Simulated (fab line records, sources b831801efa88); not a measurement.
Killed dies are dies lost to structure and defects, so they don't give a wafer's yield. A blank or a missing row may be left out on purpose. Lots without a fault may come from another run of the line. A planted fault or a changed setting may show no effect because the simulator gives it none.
fab line records | flow sky130
record lots=6 wafers=18 last_day=50
route steps=708 shown PWDE@54 NWELL@56 PAD_OPEN@708
lots that met no fault: from a run of the same line without faults
start_h: hours from the record's first day to the start of the lot's first wafer shown | wait_h: hours since the lot's step before | " the same as in the row above | L1.1+2: a row that stands for several wafers | - no value, or no start given | * or withheld: withheld | < > ~ a bound
route shown NAME@n: a module of which the file shows steps, and the number in the route of the first | usual: mean/standard deviation of fault-free wafers | same: alike in all rows | chamber/n: place in a boat | sites: the reading at each site | _std_site: their standard deviation | _edge_site: outer sites' mean less inner sites' | radius_mm: how far each site lies from the wafer's centre | mask NAME#n: copy n | behind: the tool/chamber that last shaped the wafer | hold: why the lot was held/for how many hours/how that ended | device: the transistor (n, p or np) that didn't switch | end of line: the same wafers' tests at the end of the route | a step without rows: its recipe alone | killed: dies lost to structure and defects at the first sort, not the wafer's yield | map: a wafer's dies, x killed, . not, _ none there
set.NAME: the setting as run; set.NAME@STEP: as run at that earlier step | model.NAME: the simulator's own value behind a step, which no gauge read
lots at some steps of the route; a table a step, a row a wafer
services: from which hour (start_h, from the record's first day; less than 0 if before it) a tool's chamber was out of use, for how many hours, and why
## steps
# step SKY_PWDE_STRIP_09
# recipe chemistry=O2/N2 power_w=1400 pressure_mtorr=1500 platen_temp_c=withheld o2_flow_sccm=3000 n2_flow_sccm=300 overash_fraction=0.5
# usual drypump_motor_current_A=5.5/0.34 oes_product_au=0.723/0.0046 strip_time_to_endpoint_s=36.92/0.11
# columns lot.wafer tool chamber start_h wait_h drypump_motor_current_A oes_product_au rf_hours_counter_h strip_time_to_endpoint_s
L556.1 plasma_asher-04 0 77.13 0.1 5.0 0.722 28 37.08
L556.4 " 0 " " 5.0 0.724 - 36.95
L556.5 " 1 " " 5.5 0.728 - 37.01
L559.2 plasma_asher-02 0 96.17 0.1 5.5 0.728 42 37.01
L559.4 " 1 " " 5.6 0.728 - 37.04
L559.5 " 0 " " 5.5 0.723 - 36.98
L562.1 plasma_asher-04 1 111.98 0.1 5.4 0.718 31 36.94
L562.4 " 0 " " 5.0 0.721 - 36.97
L562.5 " 1 " " 5.4 0.727 - 36.97
L564.2 plasma_asher-04 1 128.12 0.1 5.4 0.718 33 36.95
L564.4 " 0 " " 5.0 0.723 - 36.87
L564.6 " 0 " " 5.0 0.725 - 36.79
L565.4 plasma_asher-02 0 129.46 0.1 5.5 0.722 - 36.99
L565.5 " 1 " " 5.6 0.729 - 36.92
L565.6 " 0 " " 5.5 0.728 - 36.97
L576.1 plasma_asher-02 1 192.68 0.1 5.6 0.721 52 36.80
L576.2 " 0 " " 5.6 0.720 52 36.86
L576.6 " 0 " " 5.5 0.729 - 36.98
# step SKY_PWDE_TW_MEAS_10
# usual PWDE_TW=372/3.7
# columns lot.wafer tool chamber start_h wait_h PWDE_TW
L556.1 film_metro-04 - 77.23 0.1 378
L556.4 " - " " 375
L556.5 " - " " 376
L559.2 film_metro-03 - 96.28 0.1 371
L559.4 " - " " 372
L559.5 " - " " 370
L562.1 film_metro-02 - 112.08 0.1 366
L562.4 " - " " 366
L562.5 " - " " 367
L564.2 film_metro-03 - 128.23 0.1 375
L564.4 " - " " 377
L564.6 " - " " 372
L565.4 film_metro-02 - 129.55 0.1 367
L565.5 " - " " 366
L565.6 " - " " 367
L576.1 film_metro-04 - 192.78 0.1 376
L576.2 " - " " 378
L576.6 " - " " 376
# step SKY_NWELL_DEHYDRATE_03
# recipe temp_c=200 time_s=60
# step SKY_NWELL_HMDS_04
# recipe prime_time_s=60 prime_temp_c=120
# step SKY_NWELL_COAT_05
# recipe spin_rpm=2000 resist_thk_nm=3000
# step SKY_NWELL_SOFTBAKE_06
# recipe temp_c=110 time_s=withheld
# step SKY_NWELL_EXPOSE_07
# recipe mask_id=NWM na=0.6 source_shape=conventional sigma_outer=0.6 polarization=unpolarized target_cd_nm=840 dose_mj=260.1
# step SKY_NWELL_PEB_08
# recipe temp_c=115 time_s=withheld
# step SKY_NWELL_DEVELOP_09
# recipe wall_angle_deg=90 developer=TMAH develop_time_s=60 dev_temp_c=23
# step SKY_NWELL_OVL_MEAS_10
# usual NWELL_00_OVL=0.0/1.4
# columns lot.wafer tool chamber start_h wait_h NWELL_00_OVL[nm]
L556.1 overlay-02 - 93.94 - -1.6
L556.4 " - " " -2.3
L556.5 " - " " 0.6
L559.2 overlay-01 - 113.98 - -1.6
L559.4 " - " " 0.8
L559.5 " - " " -1.1
L562.1 overlay-01 - 130.57 - -1.1
L562.4 " - " " -1.6
L562.5 " - " " -0.8
L564.2 overlay-02 - 147.54 - 0.8
L564.4 " - " " -0.2
L564.6 " - " " 0.1
L565.4 overlay-01 - 148.20 - -0.6
L565.5 " - " " 1.0
L565.6 " - " " 2.0
L576.1 overlay-01 - 214.44 - -0.2
L576.2 " - " " -1.4
L576.6 " - " " -0.3
# step SKY_NWELL_IMPLANT_11
# recipe species=P energy_kev=400 dose_cm2=1.9e+13 tilt_deg=withheld
# step SKY_NWELL_IMPLANT_12
# recipe species=P energy_kev=120 dose_cm2=1.3e+12 tilt_deg=withheld
# step SKY_NWELL_IMPLANT_13
# recipe species=P energy_kev=50 dose_cm2=7e+11 tilt_deg=withheld
# usual beam_energy_keV=49.999/0.014 dose_ions_cm2=6.999e+11/6.8e+08 faraday_current_uA=3.94/0.081
# columns lot.wafer tool chamber start_h wait_h beam_energy_keV dose_ions_cm2 faraday_current_uA
L556.1 implanter-02 0 94.28 0.1 50.018 7.006e+11 3.90
L556.4 " 0 " " 49.993 7.005e+11 3.97
L556.5 " 0 " " 50.007 7.003e+11 3.96
L559.2 implanter-02 0 114.33 0.1 49.988 7.005e+11 3.97
L559.4 " 0 " " 49.997 7.006e+11 3.94
L559.5 " 0 " " 50.000 6.998e+11 4.01
L562.1 implanter-02 0 130.91 0.1 50.005 4.293e+11 2.45
L562.4 " 0 " " 50.006 4.288e+11 2.33
L562.5 " 0 " " 49.977 4.287e+11 2.34
L564.2 implanter-02 0 148.00 0.1 50.012 4.293e+11 2.40
L564.4 " 0 " " 50.013 4.284e+11 2.39
L564.6 " 0 " " 50.026 4.281e+11 2.38
L565.4 implanter-04 0 148.60 0.1 50.011 6.999e+11 4.07
L565.5 " 0 " " 50.016 7.01e+11 3.92
L565.6 " 0 " " 50.007 7.003e+11 4.08
L576.1 implanter-02 0 214.79 0.1 50.002 7.005e+11 4.12
L576.2 " 0 " " 50.008 7.002e+11 4.14
L576.6 " 0 " " 49.993 7.002e+11 4.02
# step SKY_NWELL_STRIP_14
# recipe chemistry=O2/N2 power_w=1400 pressure_mtorr=1500 platen_temp_c=withheld o2_flow_sccm=3000 n2_flow_sccm=300 overash_fraction=0.5
# usual drypump_motor_current_A=5.7/0.45 oes_product_au=0.723/0.0044 strip_time_to_endpoint_s=36.93/0.12
# columns lot.wafer tool chamber start_h wait_h drypump_motor_current_A oes_product_au rf_hours_counter_h strip_time_to_endpoint_s
L556.1 plasma_asher-01 1 94.43 0.1 5.9 0.720 39 37.15
L556.4 " 0 " " 5.7 0.716 - 36.95
L556.5 " 1 " " 5.9 0.721 - 36.95
L559.2 plasma_asher-03 0 114.46 0.1 6.1 0.732 41 37.05
L559.4 " 0 " " 6.1 0.720 - 37.00
L559.5 " 1 " " 6.4 0.723 - 36.95
L562.1 plasma_asher-03 0 131.06 0.1 6.0 0.725 43 36.85
L562.4 " 0 " " 6.1 0.731 - 36.89
L562.5 " 0 " " 6.0 0.722 - 36.82
L564.2 plasma_asher-03 1 148.12 0.1 6.5 0.715 44 37.02
L564.4 " 1 " " 6.5 0.720 - 36.98
L564.6 " 0 " " 6.1 0.727 - 36.96
L565.4 plasma_asher-01 0 148.71 0.1 5.8 0.725 - 36.77
L565.5 " 1 " " 5.9 0.718 - 36.86
L565.6 " 0 " " 5.7 0.722 - 36.94
L576.1 plasma_asher-01 1 214.94 0.1 5.9 0.718 10 37.07
L576.2 " 0 " " 5.7 0.726 10 36.96
L576.6 " 0 " " 5.7 0.718 - 37.03
# step SKY_NWELL_TW_MEAS_15
# usual NWELL_TW=1806/19
# columns lot.wafer tool chamber start_h wait_h NWELL_TW
L556.1 film_metro-03 - 94.53 0.1 1818
L556.4 " - " " 1818
L556.5 " - " " 1817
L559.2 film_metro-03 - 114.57 0.1 1816
L559.4 " - " " 1796
L559.5 " - " " 1804
L562.1 film_metro-02 - 131.16 0.1 1783
L562.4 " - " " 1779
L562.5 " - " " 1779
L564.2 film_metro-03 - 148.23 0.1 1808
L564.4 " - " " 1804
L564.6 " - " " 1801
L565.4 film_metro-03 - 148.80 0.1 1800
L565.5 " - " " 1809
L565.6 " - " " 1804
L576.1 film_metro-04 - 215.04 0.1 1831
L576.2 " - " " 1824
L576.6 " - " " 1824
# step SKY_NWELL_DEHYDRATE_16
# recipe temp_c=200 time_s=60
# step SKY_NWELL_HMDS_17
# recipe prime_time_s=60 prime_temp_c=120
# step SKY_NWELL_COAT_18
# recipe spin_rpm=2000 resist_thk_nm=3000
# step SKY_NWELL_SOFTBAKE_19
# recipe temp_c=110 time_s=withheld
# step SKY_NWELL_EXPOSE_20
# recipe mask_id=NWM_COMPLEMENT na=0.6 source_shape=conventional sigma_outer=0.6 polarization=unpolarized target_cd_nm=840 dose_mj=260
# step SKY_NWELL_PEB_21
# recipe temp_c=115 time_s=withheld
# step SKY_NWELL_DEVELOP_22
# recipe wall_angle_deg=90 developer=TMAH develop_time_s=60 dev_temp_c=23
# step SKY_NWELL_OVL_MEAS_23
# usual NWELL_01_OVL=0.7/1.3
# columns lot.wafer tool chamber start_h wait_h NWELL_01_OVL[nm]
L556.1 overlay-01 - 112.24 - 0.1
L556.4 " - " " 2.5
L556.5 " - " " 2.8
L559.2 overlay-01 - 133.73 - -0.1
L559.4 " - " " 0.2
L559.5 " - " " -0.6
L562.1 overlay-02 - 149.99 - 1.7
L562.4 " - " " 0.5
L562.5 " - " " -0.1
L564.2 overlay-02 - 167.90 - -0.1
L564.4 " - " " -0.2
L564.6 " - " " 0.6
L565.4 overlay-02 - 168.75 - 0.7
L565.5 " - " " -0.6
L565.6 " - " " -0.8
L576.1 overlay-01 - 237.79 - 1.0
L576.2 " - " " 1.4
L576.6 " - " " 2.8
# step SKY_NWELL_IMPLANT_24
# recipe species=B energy_kev=140 dose_cm2=9.2e+12 tilt_deg=withheld
# step SKY_NWELL_STRIP_25
# recipe chemistry=O2/N2 power_w=1400 pressure_mtorr=1500 platen_temp_c=withheld o2_flow_sccm=3000 n2_flow_sccm=300 overash_fraction=0.5
# usual drypump_motor_current_A=5.8/0.47 oes_product_au=0.723/0.0042 strip_time_to_endpoint_s=36.93/0.11
# columns lot.wafer tool chamber start_h wait_h drypump_motor_current_A oes_product_au rf_hours_counter_h strip_time_to_endpoint_s
L556.1 plasma_asher-04 1 112.42 0.1 5.4 0.725 31 36.69
L556.4 " 0 " " 5.0 0.723 - 36.76
L556.5 " 1 " " 5.4 0.727 - 36.89
L559.2 plasma_asher-03 1 133.91 0.1 6.5 0.729 43 36.89
L559.4 " 1 " " 6.5 0.723 - 36.88
L559.5 " 0 " " 6.1 0.721 - 36.83
L562.1 plasma_asher-01 0 150.17 0.1 5.7 0.733 4 36.82
L562.4 " 0 " " 5.7 0.717 - 36.80
L562.5 " 1 " " 5.9 0.725 - 36.88
L564.2 plasma_asher-04 0 168.08 0.1 5.0 0.729 38 37.02
L564.4 " 0 " " 5.0 0.724 - 36.84
L564.6 " 0 " " 5.0 0.719 - 36.96
L565.4 plasma_asher-03 1 168.96 0.1 6.5 0.716 - 36.92
L565.5 " 0 " " 6.1 0.722 - 37.07
L565.6 " 1 " " 6.5 0.720 - 36.96
L576.1 plasma_asher-03 0 237.97 0.1 6.1 0.715 52 37.02
L576.2 " 1 " " 6.5 0.719 52 37.06
L576.6 " 1 " " 6.4 0.725 - 36.96
# step SKY_NWELL_TW_MEAS_26
# usual NWELL_2_TW=492/4.8
# columns lot.wafer tool chamber start_h wait_h NWELL_2_TW
L556.1 film_metro-02 - 112.52 0.1 486
L556.4 " - " " 484
L556.5 " - " " 485
L559.2 film_metro-04 - 134.02 0.1 499
L559.4 " - " " 498
L559.5 " - " " 497
L562.1 film_metro-03 - 150.27 0.1 493
L562.4 " - " " 491
L562.5 " - " " 494
L564.2 film_metro-03 - 168.19 0.1 492
L564.4 " - " " 492
L564.6 " - " " 495
L565.4 film_metro-03 - 169.05 0.1 490
L565.5 " - " " 493
L565.6 " - " " 490
L576.1 film_metro-04 - 238.07 0.1 496
L576.2 " - " " 494
L576.6 " - " " 498
# step SKY_NWELL_CLEAN_27
# recipe chemistry=SC1/SC2 mix=1:4:20 temp_c=70 time_s=150 dry=n2_spin
# step SKY_NWELL_RTA_28
# recipe temp_c=1050 time_s=30 idle_temp_c=650 ramp_up_c_per_s=150 ramp_down_c_per_s=90 ambient=N2
# usual lamp_power_pct=25.31/0.051 wafer_temp_C_max=1054.8/0.89
# columns lot.wafer tool chamber start_h wait_h lamp_power_pct wafer_temp_C_max
L556.1 rtp_anneal-01 0 112.64 0.0 25.37 1054.0
L556.4 " 0 " " 25.28 1055.4
L556.5 " 0 " " 25.28 1054.1
L559.2 rtp_anneal-02 0 134.14 0.0 25.35 1054.4
L559.4 " 0 " " 25.28 1054.6
L559.5 " 0 " " 25.37 1054.0
L562.1 rtp_anneal-02 0 150.38 0.0 25.34 1053.7
L562.4 " 0 " " 25.28 1054.4
L562.5 " 0 " " 25.25 1056.5
L564.2 rtp_anneal-02 0 168.31 0.0 25.34 1057.0
L564.4 " 0 " " 25.28 1053.9
L564.6 " 0 " " 25.30 1056.8
L565.4 rtp_anneal-01 0 169.18 0.1 25.36 1055.2
L565.5 " 0 " " 25.38 1054.1
L565.6 " 0 " " 25.30 1054.5
L576.1 rtp_anneal-01 0 238.19 0.0 25.31 1053.4
L576.2 " 0 " " 25.24 1053.9
L576.6 " 0 " " 25.26 1054.7
# step SKY_NWELL_RS_MEAS_29
# recipe thk_meas_gauge=four-point-probe
# usual NWELL_RS=624.8/1.7
# columns lot.wafer tool chamber start_h wait_h NWELL_RS[ohm/sq]
L556.1 film_metro-03 - 112.74 0.1 626.9
L556.4 " - " " 624.9
L556.5 " - " " 626.9
L559.2 film_metro-03 - 134.24 0.1 626.7
L559.4 " - " " 625.7
L559.5 " - " " 625.8
L562.1 film_metro-02 - 150.48 0.1 633.6
L562.4 " - " " 632.5
L562.5 " - " " 635.0
L564.2 film_metro-02 - 168.41 0.1 632.4
L564.4 " - " " 631.4
L564.6 " - " " 630.9
L565.4 film_metro-02 - 169.29 0.1 624.2
L565.5 " - " " 623.6
L565.6 " - " " 623.0
L576.1 film_metro-03 - 238.29 0.1 627.1
L576.2 " - " " 625.8
L576.6 " - " " 627.8
# step SKY_PAD_OPEN_PROBE_99
# usual killed_at_M0_to_M3=43/7.3 killed_at_M4_up=3.1/1.8 killed_at_contacts=24/5.4 killed_at_front_end=15/4.1 killed_at_other=0.2/0.52 killed_dies=86/10 killed_open=47/7.3 killed_short=39/6.4
# same gross_dies=492 killed_at_back_side=0
# columns lot.wafer tool chamber start_h wait_h killed_at_M0_to_M3 killed_at_M4_up killed_at_contacts killed_at_front_end killed_at_other killed_dies killed_open killed_short model.etest.nfet_16v.r_on_ohm_um model.etest.pfet_g5v0d10v5.r_on_ohm_um model.etest.tip_p_5v.rs_ohm_sq model.etest.pfet_g5v0d10v5.drive_ua_um model.etest.pfet_01v8_lvt.drive_ua_um model.etest.pfet_g5v0d10v5.off_log10_a_um model.etest.pfet_01v8_lvt.off_log10_a_um model.etest.pfet_g5v0d10v5.vt_sat_v
L556.1 prober-01 - 1082.82 0.1 40 3 31 7 0 81 47 34 1.382e+04 4851 2854 337.9 172.5 -12.68 -8.889 -0.6536
L556.4 prober-01 - 1082.97 0.2 44 4 24 11 0 83 50 33 1.388e+04 4792 2854 343.1 171.3 -12.5 -8.887 -0.6249
L556.5 prober-01 - 1083.02 0.2 48 1 28 20 0 97 52 45 1.395e+04 4826 2847 336 171.6 -12.56 -8.773 -0.6369
L559.2 prober-02 - 1104.36 0.1 43 7 24 21 0 95 55 39 1.4e+04 4725 2856 343.1 173.5 -12.52 -8.979 -0.6377
L559.4 prober-02 - 1104.46 0.2 44 5 16 18 1 84 45 39 1.379e+04 4692 2868 343.7 174.8 -12.27 -8.884 -0.629
L559.5 prober-02 - 1104.51 0.2 31 1 24 15 0 71 37 34 1.389e+04 4771 2865 339.4 176.2 -12.67 -8.893 -0.6444
L562.1 prober-01 - 1121.55 0.1 46 1 21 7 1 76 45 30 1.422e+04 4678 2817 353.3 180.5 -10.76 -8.004 -0.4719
L562.4 prober-01 - 1121.70 0.2 44 5 19 12 0 80 34 46 1.411e+04 4593 2800 355.9 183 -11.01 -7.933 -0.5039
L562.5 prober-01 - 1121.75 0.2 38 5 11 14 0 68 40 28 1.427e+04 4676 2817 351 181.4 -11.31 -8.017 -0.5205
L564.2 prober-01 - 1137.35 0.1 55 4 23 17 0 99 58 41 1.432e+04 4588 2782 354.2 187.1 -10.91 -7.675 -0.4774
L564.4 prober-01 - 1137.45 0.2 39 8 24 15 0 86 45 41 1.436e+04 4592 2797 357.4 186.1 -10.91 -7.766 -0.4739
L564.6 prober-01 - 1137.55 0.2 37 3 24 15 0 79 44 35 1.439e+04 4601 2800 355.1 184.7 -10.7 -7.854 -0.4652
L565.4 prober-02 - 1142.25 0.2 43 3 27 10 0 83 49 34 1.41e+04 4814 2872 334.7 176.7 -12.71 -9.039 -0.6712
L565.5 prober-02 - 1142.30 0.2 38 3 23 14 0 78 40 38 1.39e+04 4795 2885 338 177.1 -12.92 -9.011 -0.6695
L565.6 prober-02 - 1142.35 0.2 35 2 38 15 0 90 43 47 1.399e+04 4798 2885 337.5 177.7 -12.68 -8.839 -0.6525
L576.1 prober-01 - 1192.59 0.1 36 1 27 18 0 82 45 37 1.404e+04 4881 2872 325.5 167.8 -12.88 -9.529 -0.6718
L576.2 prober-01 - 1192.64 0.1 46 3 27 16 1 93 52 41 1.404e+04 4907 2874 326.2 169.5 -12.63 -9.355 -0.6505
L576.6 prober-01 - 1192.84 0.2 41 2 28 17 0 88 45 42 1.401e+04 4835 2889 333.4 171.3 -12.59 -9.182 -0.6462
# killed by level:class
L556.1 VIA1:geometric_particle:open=12 LI_CONTACT:geometric_particle:open=9 CONTACT:geometric_particle:short=8 CONTACT:geometric_particle:open=8 METAL1:geometric_particle:short=7 VIA2:geometric_particle:open=6 VIA3:geometric_particle:open=5 METAL2:geometric_particle:short=4
L556.4 VIA1:geometric_particle:open=10 VIA3:geometric_particle:open=9 LI_CONTACT:geometric_particle:open=8 CONTACT:geometric_particle:open=7 VIA2:geometric_particle:open=7 CONTACT:geometric_particle:short=6 METAL1:geometric_particle:short=5 METAL2:geometric_particle:short=5
L556.5 CONTACT:geometric_particle:open=12 LI_CONTACT:geometric_particle:open=10 METAL1:geometric_particle:short=8 METAL2:geometric_particle:short=7 VIA2:geometric_particle:open=7 VIA1:geometric_particle:open=7 FIELD_ISO:geometric_particle:open=4 SPACER:geometric_particle:short=4
L559.2 VIA1:geometric_particle:open=12 LI_CONTACT:geometric_particle:open=9 CONTACT:geometric_particle:open=9 FIELD_ISO:geometric_particle:open=8 METAL2:geometric_particle:short=8 VIA3:geometric_particle:open=6 METAL4:geometric_particle:short=5 FIELD_ISO:geometric_particle:short=4
L559.4 VIA1:geometric_particle:open=13 VIA3:geometric_particle:open=8 METAL1:geometric_particle:short=6 CONTACT:geometric_particle:open=6 FIELD_ISO:geometric_particle:short=5 LI_CONTACT:geometric_particle:open=4 VIA1:geometric_particle:short=4 VIA2:geometric_particle:open=4
L559.5 CONTACT:geometric_particle:open=11 LI_CONTACT:geometric_particle:open=7 VIA1:geometric_particle:open=7 METAL2:geometric_particle:short=6 POLY_GATE:geometric_particle:open=4 METAL3:geometric_particle:short=4 METAL1:geometric_particle:short=4 FIELD_ISO:geometric_particle:open=3
L562.1 CONTACT:geometric_particle:open=12 VIA1:geometric_particle:open=9 LI_CONTACT:geometric_particle:open=6 VIA1:geometric_particle:short=6 METAL2:geometric_particle:short=5 VIA2:geometric_particle:open=5 METAL3:geometric_particle:short=4 VIA3:geometric_particle:open=4
L562.4 VIA1:geometric_particle:open=13 POLY_GATE:geometric_particle:short=6 VIA1:geometric_particle:short=6 LOCAL_INTERCONNECT:geometric_particle:short=5 CONTACT:geometric_particle:open=5 VIA3:geometric_particle:open=5 LI_CONTACT:geometric_particle:open=4 METAL1:geometric_particle:short=4
L562.5 VIA1:geometric_particle:open=9 VIA3:geometric_particle:open=9 VIA2:geometric_particle:open=6 VIA3:geometric_particle:short=5 LI_CONTACT:geometric_particle:open=5 CONTACT:geometric_particle:open=4 METAL4:geometric_particle:short=4 FIELD_ISO:geometric_particle:short=3
L564.2 VIA1:geometric_particle:open=11 CONTACT:geometric_particle:open=8 VIA3:geometric_particle:open=8 METAL2:geometric_particle:short=7 VIA2:geometric_particle:open=7 POLY_GATE:geometric_particle:open=6 LI_CONTACT:geometric_particle:open=6 FIELD_ISO:geometric_particle:open=4
L564.4 VIA1:geometric_particle:open=11 CONTACT:geometric_particle:open=9 METAL4:geometric_particle:short=7 CONTACT:geometric_particle:short=7 FIELD_ISO:geometric_particle:open=6 LI_CONTACT:geometric_particle:open=6 METAL2:geometric_particle:short=6 VIA1:geometric_particle:short=5
L564.6 VIA1:geometric_particle:open=10 CONTACT:geometric_particle:open=7 LI_CONTACT:geometric_particle:open=6 METAL1:geometric_particle:short=5 VIA3:geometric_particle:open=5 FIELD_ISO:geometric_particle:open=4 CONTACT:geometric_particle:short=4 VIA1:geometric_particle:short=4
L565.4 VIA3:geometric_particle:open=10 CONTACT:geometric_particle:open=9 VIA2:geometric_particle:open=8 LI_CONTACT:geometric_particle:open=7 CONTACT:geometric_particle:short=6 VIA1:geometric_particle:open=5 METAL2:geometric_particle:short=5 VIA2:geometric_particle:short=5
L565.5 LI_CONTACT:geometric_particle:open=9 VIA1:geometric_particle:open=8 CONTACT:geometric_particle:open=6 VIA2:geometric_particle:open=6 FIELD_ISO:geometric_particle:short=5 METAL1:geometric_particle:short=5 VIA1:geometric_particle:short=5 LOCAL_INTERCONNECT:geometric_particle:short=4
L565.6 CONTACT:geometric_particle:open=13 METAL1:geometric_particle:short=9 CONTACT:geometric_particle:short=7 FIELD_ISO:geometric_particle:short=6 LOCAL_INTERCONNECT:geometric_particle:short=6 VIA2:geometric_particle:open=6 LI_CONTACT:geometric_particle:open=5 VIA1:geometric_particle:open=5
L576.1 LI_CONTACT:geometric_particle:open=9 CONTACT:geometric_particle:open=7 VIA2:geometric_particle:open=7 POLY_GATE:geometric_particle:short=6 POLY_GATE:geometric_particle:open=5 CONTACT:geometric_particle:short=5 VIA1:geometric_particle:open=5 METAL2:geometric_particle:short=5
L576.2 CONTACT:geometric_particle:open=14 VIA1:geometric_particle:open=12 METAL2:geometric_particle:short=6 FIELD_ISO:geometric_particle:open=5 POLY_GATE:geometric_particle:short=5 VIA2:geometric_particle:short=5 CONTACT:geometric_particle:short=4 METAL1:geometric_particle:short=4
L576.6 VIA2:geometric_particle:open=9 LOCAL_INTERCONNECT:geometric_particle:short=8 CONTACT:geometric_particle:open=7 VIA1:geometric_particle:open=6 FIELD_ISO:geometric_particle:short=5 POLY_GATE:geometric_particle:open=5 LI_CONTACT:geometric_particle:open=5 CONTACT:geometric_particle:short=5
## services
# columns tool chamber start_h hours kind
implanter-02 - 58.25 5.3 repair
plasma_asher-04 - 74.60 2.3 repair
plasma_asher-03 - 89.49 14.6 pm
plasma_asher-01 - 108.75 9.0 pm
plasma_asher-01 0 108.75 9.0 vent_cycle
plasma_asher-01 1 108.75 9.0 vent_cycle
implanter-04 - 109.16 4.5 pm
plasma_asher-01 0 117.75 - clean
plasma_asher-01 1 117.75 - clean
plasma_asher-03 - 136.41 10.1 repair
rtp_anneal-01 - 139.88 3.1 pm
implanter-02 - 149.04 1.9 repair
plasma_asher-02 - 153.01 2.8 pm
implanter-02 - 155.78 9.3 repair
plasma_asher-02 - 166.44 1.6 repair
implanter-04 - 184.97 1.8 pm
plasma_asher-04 - 193.66 5.1 repair
plasma_asher-03 - 214.73 5.4 repair
## key
first_sign step=SKY_NWELL_IMPLANT_13 reading=dose_ions_cm2 direction=down sigmas=99+ usual=* struck=*
effect step=SKY_NWELL_IMPLANT_13 reading=faraday_current_uA direction=down sigmas=19 usual=3.94 struck=2.38
effect step=SKY_NWELL_RS_MEAS_29 reading=NWELL_RS direction=up sigmas=4.5 usual=624.8 struck=632.6
model_effect step=SKY_PAD_OPEN_PROBE_99 value=etest.nfet_16v.r_on_ohm_um without=1.396e+04 struck=1.428e+04
met_at SKY_NWELL_IMPLANT_13
struck_wafers L562.1,L562.4,L562.5,L564.2,L564.4,L564.6
tester_left_out L562,L564
onset_between 114.33 130.91
fault kind=process_parameter_drift tool=implanter-02 chamber=- onset_h=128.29 steps=SKY_NWELL_IMPLANT_13 channel=dose_cm2 offset=* shape=step end_h=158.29 acts_in=* stated=*
# tester_left_out: of these lots the tester's yield and bins aren't shown, on N5 and GAA mostly nor the transistor test; their killed dies are dies lost to structure and defects alone, not to doping, threshold or leakage, so they don't give the yield
